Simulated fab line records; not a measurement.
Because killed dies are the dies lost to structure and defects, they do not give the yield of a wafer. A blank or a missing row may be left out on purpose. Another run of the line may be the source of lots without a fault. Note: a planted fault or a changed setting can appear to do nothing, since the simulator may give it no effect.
Check for tools in common :: flow sky130 :: Sample size 12 lots and 36 wafers

== WHAT PROMPTED THE OPENING ==
At SKY_NWELL_TW_MEAS_26 the reading NWELL_2_TW is flagged on 3 of 12 lots. Wafers without a fault read 499.7, standard deviation 2.7.
Rule: a lot is flagged when every wafer of it that has a number lies more than 4 standard deviations from that mean, or none has a number. The other lots count as sound.

lot: L268
measured: day 5 12:29
on: film metro-02
NWELL_2_TW, wafer by wafer: 499.3 496.2 498.7
flag: 

lot: L267
measured: day 5 12:32
on: film metro-03
NWELL_2_TW, wafer by wafer: 500.9 501.5 500.8
flag: 

lot: L269
measured: day 5 16:14
on: film metro-03
NWELL_2_TW, wafer by wafer: 499.7 502.2 500.9
flag: 

lot: L274
measured: day 7 03:12
on: film metro-03
NWELL_2_TW, wafer by wafer: 506.3 501.4 504.3
flag: 

lot: L276
measured: day 7 15:00
on: film metro-03
NWELL_2_TW, wafer by wafer: 1850.8 1838.1 1856.7
flag: FLAGGED

lot: L277
measured: day 7 19:00
on: film metro-03
NWELL_2_TW, wafer by wafer: 1847.8 1833.1 1863.3
flag: FLAGGED

lot: L278
measured: day 8 03:50
on: film metro-02
NWELL_2_TW, wafer by wafer: 1843.5 1842.2 1847.0
flag: FLAGGED

lot: L279
measured: day 8 10:07
on: film metro-02
NWELL_2_TW, wafer by wafer: 500.9 500.2 497.2
flag: 

lot: L283
measured: day 9 15:48
on: film metro-03
NWELL_2_TW, wafer by wafer: 504.3 504.4 501.5
flag: 

lot: L285
measured: day 9 23:29
on: film metro-02
NWELL_2_TW, wafer by wafer: 500.3 499.1 499.8
flag: 

lot: L286
measured: day 10 07:57
on: film metro-03
NWELL_2_TW, wafer by wafer: 498.6 497.5 497.9
flag: 

lot: L288
measured: day 10 12:51
on: film metro-02
NWELL_2_TW, wafer by wafer: 497.8 497.2 497.2
flag: 
Averaged over the flagged lots the numbers come to 1846.9, +1347.2 from the usual (+99 or more standard deviations).

== WHICH TOOL EACH LOT WENT THROUGH ==
Before the reading, the record contains 2 process steps out of a 708-step route. Read each cell as the tool, then ch plus the chambers that the sampled wafers visited, then the start.
lot: L268
flag: 
SKY_PWDE_STRIP_09: plasma asher-02 ch 1, day 4 00:59
SKY_NWELL_COAT_05: litho track-02 ch 0, day 4 09:10

lot: L267
flag: 
SKY_PWDE_STRIP_09: plasma asher-04 ch 0,1, day 4 01:20
SKY_NWELL_COAT_05: litho track-04 ch 0, day 4 09:36

lot: L269
flag: 
SKY_PWDE_STRIP_09: plasma asher-04 ch 0,1, day 4 06:30
SKY_NWELL_COAT_05: litho track-02 ch 0, day 4 14:31

lot: L274
flag: 
SKY_PWDE_STRIP_09: plasma asher-02 ch 0,1, day 5 13:52
SKY_NWELL_COAT_05: litho track-03 ch 0, day 5 23:06

lot: L276
flag: FLAGGED
SKY_PWDE_STRIP_09: plasma asher-03 ch 0,1, day 6 01:01
SKY_NWELL_COAT_05: litho track-04, day 6 09:39

lot: L277
flag: FLAGGED
SKY_PWDE_STRIP_09: plasma asher-04 ch 0, day 6 04:41
SKY_NWELL_COAT_05: litho track-03, day 6 12:57

lot: L278
flag: FLAGGED
SKY_PWDE_STRIP_09: plasma asher-03 ch 0,1, day 6 11:36
SKY_NWELL_COAT_05: litho track-03, day 6 21:03

lot: L279
flag: 
SKY_PWDE_STRIP_09: plasma asher-04 ch 0, day 6 18:17
SKY_NWELL_COAT_05: litho track-04 ch 0, day 7 02:45

lot: L283
flag: 
SKY_PWDE_STRIP_09: plasma asher-03 ch 0,1, day 7 22:37
SKY_NWELL_COAT_05: litho track-04 ch 0, day 8 08:12

lot: L285
flag: 
SKY_PWDE_STRIP_09: plasma asher-02 ch 0, day 8 06:17
SKY_NWELL_COAT_05: litho track-03 ch 0, day 8 16:55

lot: L286
flag: 
SKY_PWDE_STRIP_09: plasma asher-02 ch 0,1, day 8 12:47
SKY_NWELL_COAT_05: litho track-03 ch 0, day 8 23:12

lot: L288
flag: 
SKY_PWDE_STRIP_09: plasma asher-02 ch 0,1, day 8 18:38
SKY_NWELL_COAT_05: litho track-04 ch 0, day 9 05:01
What the steps here do:
- SKY_PWDE_STRIP_09: strips in O2/N2.
- SKY_NWELL_COAT_05: resist thk 3000 nm.
- SKY_NWELL_TW_MEAS_26

== FLAGGED OVER TOTAL, TOOL BY TOOL (the gauges that took the reading come last) ==
step: SKY_PWDE_STRIP_09
tool: plasma asher-02
lots run: 5
flagged: 0
share of the flagged lots: none
sound lots run after its first flagged lot: -

step: SKY_PWDE_STRIP_09
tool: plasma asher-03
lots run: 3
flagged: 2
share of the flagged lots: some
sound lots run after its first flagged lot: 1 (L283)

step: SKY_PWDE_STRIP_09
tool: plasma asher-04
lots run: 4
flagged: 1
share of the flagged lots: some
sound lots run after its first flagged lot: 1 (L279)

step: SKY_NWELL_COAT_05
tool: litho track-02
lots run: 2
flagged: 0
share of the flagged lots: none
sound lots run after its first flagged lot: -

step: SKY_NWELL_COAT_05
tool: litho track-03
lots run: 5
flagged: 2
share of the flagged lots: some
sound lots run after its first flagged lot: 2 (L285,L286)

step: SKY_NWELL_COAT_05
tool: litho track-04
lots run: 5
flagged: 1
share of the flagged lots: some
sound lots run after its first flagged lot: 3 (L279,L283,L288)

step: SKY_NWELL_TW_MEAS_26
tool: film metro-02
lots run: 5
flagged: 1
share of the flagged lots: some
sound lots run after its first flagged lot: 3 (L279,L285,L288)

step: SKY_NWELL_TW_MEAS_26
tool: film metro-03
lots run: 7
flagged: 2
share of the flagged lots: some
sound lots run after its first flagged lot: 2 (L283,L286)

== WHAT IS ALLOWED BY THE TABLE ==
No row of the table ran every flagged lot.

== WHAT THE SIMULATOR HAD PUT IN ==
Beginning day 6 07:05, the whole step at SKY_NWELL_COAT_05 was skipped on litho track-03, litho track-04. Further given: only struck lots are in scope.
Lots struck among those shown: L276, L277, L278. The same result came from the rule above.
